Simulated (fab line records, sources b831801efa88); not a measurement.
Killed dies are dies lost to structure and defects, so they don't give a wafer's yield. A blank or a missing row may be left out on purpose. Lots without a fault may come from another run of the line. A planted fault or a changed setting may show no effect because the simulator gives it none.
Which tool did it? | flow sky130 | 12 lots, 35 wafers sampled, at 3 steps of a route of 708

WHAT THE GAUGES READ, wafer by wafer
SKY_METAL2_RS_MEAS_05: measures by four-point-probe.
lot  | measured     | on            | METAL2_ALCU_RS (ohm/sq)
L970 | day 33 16:40 | film_metro-03 | 0.1262 0.1266 0.1272
L972 | day 34 08:19 | film_metro-03 | 0.1267 0.1265 0.1284
L973 | day 34 16:05 | film_metro-02 | 0.1257 0.1256 0.1253
L974 | day 35 01:48 | film_metro-02 | 0.1255 0.1242 0.1252
L978 | day 36 19:39 | film_metro-02 | 0.1270 0.1262 0.1256
L976 | day 36 19:38 | film_metro-04 | 0.1280 0.1281 0.1272
L977 | day 36 23:29 | film_metro-04 | 0.1298 0.1295 0.1288
L979 | day 37 02:15 | film_metro-02 | 0.1268 0.1279 0.1278
L981 | day 37 16:55 | film_metro-03 | 0.1273 0.1285 0.1275
L984 | day 38 15:45 | film_metro-02 | 0.1262 0.1280
L985 | day 39 00:05 | film_metro-03 | 0.1260 0.1270 0.1261
L993 | day 40 20:19 | film_metro-02 | 0.1263 0.1271 0.1270

WHICH TOOL RAN EACH LOT (tool, then ch and the chambers of the sampled wafers, then the start)
lot  | SKY_VIA1_STRIP_16                    | SKY_METAL2_SPUTTER_04
L970 | plasma_asher-03 ch 0,1, day 33 15:18 | pvd_sputter-02, day 33 16:38
L972 | plasma_asher-04 ch 0,1, day 34 06:34 | pvd_sputter-02, day 34 08:12
L973 | plasma_asher-04 ch 0,1, day 34 14:17 | pvd_sputter-02, day 34 15:59
L974 | plasma_asher-04 ch 0,1, day 35 00:19 | pvd_sputter-02, day 35 01:43
L978 | plasma_asher-04 ch 0,1, day 36 17:45 | pvd_sputter-03, day 36 19:35
L976 | plasma_asher-02 ch 0,1, day 36 18:10 | pvd_sputter-04, day 36 19:33
L977 | plasma_asher-02 ch 0,1, day 36 21:53 | pvd_sputter-03, day 36 23:26
L979 | plasma_asher-04 ch 0,1, day 37 00:18 | pvd_sputter-02, day 37 02:11
L981 | plasma_asher-03 ch 0,1, day 37 15:02 | pvd_sputter-04, day 37 16:52
L984 | plasma_asher-04 ch 0,1, day 38 14:08 | pvd_sputter-04, day 38 15:41
L985 | plasma_asher-02 ch 0,1, day 38 22:08 | pvd_sputter-03, day 39 00:01
L993 | plasma_asher-03 ch 0,1, day 40 18:54 | pvd_sputter-02, day 40 20:16
- SKY_VIA1_STRIP_16: strips in O2/N2.
- SKY_METAL2_SPUTTER_04: material TiN, target thk 70 nm, time 58.3 s.

WHAT THE TOOLS THEMSELVES READ (means of the sampled wafers that have a number; where no wafer has one, the mark that the record gives instead)
SKY_VIA1_STRIP_16.
lot  | tool            | drypump_motor_current_A (A) | oes_product_au (a.u.) | strip_time_to_endpoint_s (s)
L970 | plasma_asher-03 | 5.6                         | 0.415                 | 4.453
L972 | plasma_asher-04 | 5.9                         | 0.417                 | 4.474
L973 | plasma_asher-04 | 5.9                         | 0.418                 | 4.450
L974 | plasma_asher-04 | 5.9                         | 0.418                 | 4.419
L978 | plasma_asher-04 | 5.9                         | 0.415                 | 4.432
L976 | plasma_asher-02 | 5.4                         | 0.420                 | 4.442
L977 | plasma_asher-02 | 5.6                         | 0.412                 | 4.456
L979 | plasma_asher-04 | 6.1                         | 0.413                 | 4.450
L981 | plasma_asher-03 | 5.6                         | 0.421                 | 4.444
L984 | plasma_asher-04 | 6.0                         | 0.413                 | 4.463
L985 | plasma_asher-02 | 5.4                         | 0.422                 | 4.464
L993 | plasma_asher-03 | 5.5                         | 0.417                 | 4.493

SKY_METAL2_SPUTTER_04.
lot  | tool           | throttle_valve_pct (%)
L970 | pvd_sputter-02 | 29.8
L972 | pvd_sputter-02 | 29.8
L973 | pvd_sputter-02 | 29.3
L974 | pvd_sputter-02 | 29.1
L978 | pvd_sputter-03 | 31.5
L976 | pvd_sputter-04 | 30.6
L977 | pvd_sputter-03 | 30.6
L979 | pvd_sputter-02 | 29.2
L981 | pvd_sputter-04 | 29.9
L984 | pvd_sputter-04 | 29.4
L985 | pvd_sputter-03 | 30.5
L993 | pvd_sputter-02 | 29.8

THE ANSWER, worked out from the rows above alone
Rule: what is usual is taken from the lots themselves. Put in order of their means at a reading, lots are off if they are a third of the lots or fewer, leave a main group of 4 or more, and stand apart from it by a gap of 3 or more times the standard deviation of the main group's means; of several such gaps the widest counts. A main group whose means are all the same, to the digits that the tables above print for the reading, isn't used. A lot without any number at a reading at which 4 lots or more have one is off too. The other lots that the step has rows for count as sound. The gauges are gone through in route order, then the tools' own readings, and for those a lot's mean is taken as printed above. The first step at which some lot is off is used, and at that step the reading that is off furthest; a lot without a number counts as furthest.
No lot is off at any reading shown: from this, nothing can be told.

WHAT THE SIMULATOR HAD PUT IN
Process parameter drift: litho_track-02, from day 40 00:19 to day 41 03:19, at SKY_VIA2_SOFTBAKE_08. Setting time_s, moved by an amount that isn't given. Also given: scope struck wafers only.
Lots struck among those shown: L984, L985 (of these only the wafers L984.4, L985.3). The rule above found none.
